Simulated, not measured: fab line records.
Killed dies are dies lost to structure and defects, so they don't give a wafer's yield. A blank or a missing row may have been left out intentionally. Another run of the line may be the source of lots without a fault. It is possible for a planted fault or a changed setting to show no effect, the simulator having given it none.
The same fault as seen by 2 desks	flow sfq line	every desk sees just its own numbers, and what lay behind them comes last

== AT THE METROLOGY DESK ==
What the gauges read for every lot (on any tool): the sampled wafers with a number, averaged. A lot is out of limits, marked OUT, if its mean lies more than 4 standard deviations from the usual mean; the brackets give that distance.
Columns: A = I0_OVL at SFQ_I0_OVL_MEAS_908, usual -1 nm; B = M1_NB_RS at SFQ_M1_RS_MEAS_909, usual 0.892 ohm/sq; C = M1_OVL at SFQ_M1_OVL_MEAS_911, usual -2 nm; D = I1_BOW at SFQ_I1_BOW_MEAS_912, usual 0 um; E = I1_OVL at SFQ_I1_OVL_MEAS_913, usual 0 nm; F = M2_NB_RS at SFQ_M2_RS_MEAS_914, usual 0.890 ohm/sq; G = M8_BOW at SFQ_M8_BOW_MEAS_951, usual 5 um
lot	first seen here	A	B	C	D	E	F	G
L400	day 10 17:24	-6	0.874	2	8	6	0.891	15
L403	day 11 03:01	-3	0.891	-9	0	-0	0.885	6
L404	day 11 08:34	-6	0.895	2	-1	-4	0.877	9
L405	day 11 18:09	4	0.881	-4	6	-10	0.875	32
L414	day 15 00:01	-6	0.892	12	-9	6	0.896	-7
L416	day 15 10:49	5	0.907	-2	-9	5	0.892	-4
L422	day 16 22:49	-0	0.888	0	1	-4	0.888	2
This desk's verdict: no lot among the 7 shows anything out of limits.

== AT THE TOOL OWNER'S DESK: krf scanner-01 ==
The tool's own readings at SFQ_TRILAYER_M1_LITHO_EXPOSE_040 (exposes mask M1, target cd 500 nm): means of the sampled wafers that have a number, for each lot that ran on this tool. A lot is out of limits, marked OUT, if its mean lies more than 4 standard deviations from the usual mean; the brackets give that distance.
Columns: A = stage vel mm s at SFQ_TRILAYER_M1_LITHO_EXPOSE_040, usual 500.01 mm/s
lot	first seen here	A
L400	day 13 10:31	499.87
L403	day 13 20:19	500.09
L404	day 14 02:43	500.00
L405	day 14 12:55	500.19
L414	day 17 15:31	500.20
L416	day 18 05:16	499.99
L422	day 19 12:22	499.85
This desk's verdict: no lot among the 7 shows anything out of limits.

== BROUGHT TOGETHER ==
From the metrology desk's view, nothing was out of limits.
The tool owner's desk saw nothing out of limits.

== WHAT WAS PUT IN BY THE SIMULATOR ==
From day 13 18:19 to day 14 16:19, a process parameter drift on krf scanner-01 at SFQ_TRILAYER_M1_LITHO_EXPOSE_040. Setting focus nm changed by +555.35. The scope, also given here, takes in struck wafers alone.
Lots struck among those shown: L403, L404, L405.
